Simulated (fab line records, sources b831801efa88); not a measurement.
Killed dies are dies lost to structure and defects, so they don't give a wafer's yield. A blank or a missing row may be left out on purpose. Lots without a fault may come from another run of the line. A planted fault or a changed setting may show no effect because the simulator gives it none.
A struck lot beside a sound one | flow gf180mcu | 14 steps out of a route of 602
Sound: wafers L812.1, L812.5, L812.6. Struck: wafers L818.3, L818.4, L818.6. The cause comes at the end.
At each step with rows: each side's tool, then ch and its chambers, then its first start. Under that, the readings that differ: sound wafers | struck wafers | difference of the means | sigmas: that difference in standard deviations of wafers without a fault.
alike: readings whose means differ by less than 2 such deviations, and words and numbers that are the same on both sides. not compared: withheld readings, readings that some wafer has no value for, bounds like >300 that may hide the same value, and numbers for which the record gives no deviation and whose values overlap.
The two part at a step that has a row with sigmas, a row that says differs or no value, or rows on one side only. Numbers that don't overlap but have no deviation are shown without sigmas and don't part them. A reading that every wafer of one side lacks parts them only if that side has two wafers or more.

GF_V5_ETCH_16: etches BARC in N2/H2.
  sound on rie_diel-04 ch 0,1, day 29 11:10; struck on rie_diel-02 ch 1,3, day 31 07:56
  reading                | sound                | struck               | difference | sigmas
  throttle_valve_pct (%) | 13.212 13.215 13.216 | 13.233 13.224 13.247 | +0.020     | +2
  alike: drypump_motor_current_A, oes_product_au
GF_V5_ETCH_17: etches SiO2 in C4F8/O2/Ar, stops on TiN, target depth 855 nm.
  sound on rie_diel-04 ch 0,1; struck on rie_diel-02 ch 1,3
  alike: oes_product_au
GF_V5_STRIP_18: strips in O2/N2.
  sound on plasma_asher-03 ch 0,1, day 29 11:19; struck on plasma_asher-02 ch 0,1, day 31 08:07
  alike: drypump_motor_current_A, heater_power_w, oes_product_au
  not compared: rf_hours_counter_h
then, 2 steps without rows for these wafers: GF_V5_STRIP_19 (strips in post etch residue remover, time 1200 s); GF_V5_CLEAN_20 (cleans in DIW).
GF_V5_SPUTTER_21: material Ti, target thk 15 nm, time 80.02 s.
  sound on pvd_sputter-02, day 29 11:52; struck on pvd_sputter-04, day 31 08:58
  alike: cathode_dc_power_W, chamber_pressure_pa, throttle_valve_pct
then, 2 steps without rows for these wafers: GF_V5_SPUTTER_22 (material TiN, target thk 10 nm, time 40 s); GF_V5_CVD_23 (deposits W, target thk 350 nm, time 104.9 s).
GF_V5_RS_MEAS_24: measures by four-point-probe.
  sound on film_metro-04, day 29 12:04; struck on film_metro-04, day 31 09:19
  alike: V5_W_RS
GF_V5_THK_MEAS_25: measures by xrf.
  sound on film_metro-04, day 29 12:11; struck on film_metro-04, day 31 09:25
  alike: V5_W_THK
then, 2 steps without rows for these wafers: GF_V5_CMP_26 (polishes, stops on SiO2, t overpolish 15 s, target thk 0 nm); GF_TOP_METAL_SPUTTER_00 (material Ti, target thk 37.5 nm, time 150 s).
GF_TOP_METAL_SPUTTER_01: material TiN, target thk 30 nm, time 25 s.
  sound on pvd_sputter-02, day 29 12:39; struck on pvd_sputter-01, day 31 10:02
  no value came back on the struck wafers for cathode_dc_power_W (W), chamber_pressure_pa (Pa), throttle_valve_pct (%); on the sound wafers cathode_dc_power_W (W) reads 6499.6 6498.0 6499.3
GF_TOP_METAL_SPUTTER_02: material AlCu, target thk 900 nm, time 47.82 s.
  sound on pvd_sputter-02, day 29 12:41; struck on pvd_sputter-01, day 31 10:04
  alike: cathode_dc_power_W, chamber_pressure_pa, throttle_valve_pct

WHERE THEY PART
First at GF_V5_ETCH_16; last, within this record, at GF_TOP_METAL_SPUTTER_01. Later steps at which nothing parts them and some readings are alike: GF_TOP_METAL_SPUTTER_02.

WHY: what the simulator had put in
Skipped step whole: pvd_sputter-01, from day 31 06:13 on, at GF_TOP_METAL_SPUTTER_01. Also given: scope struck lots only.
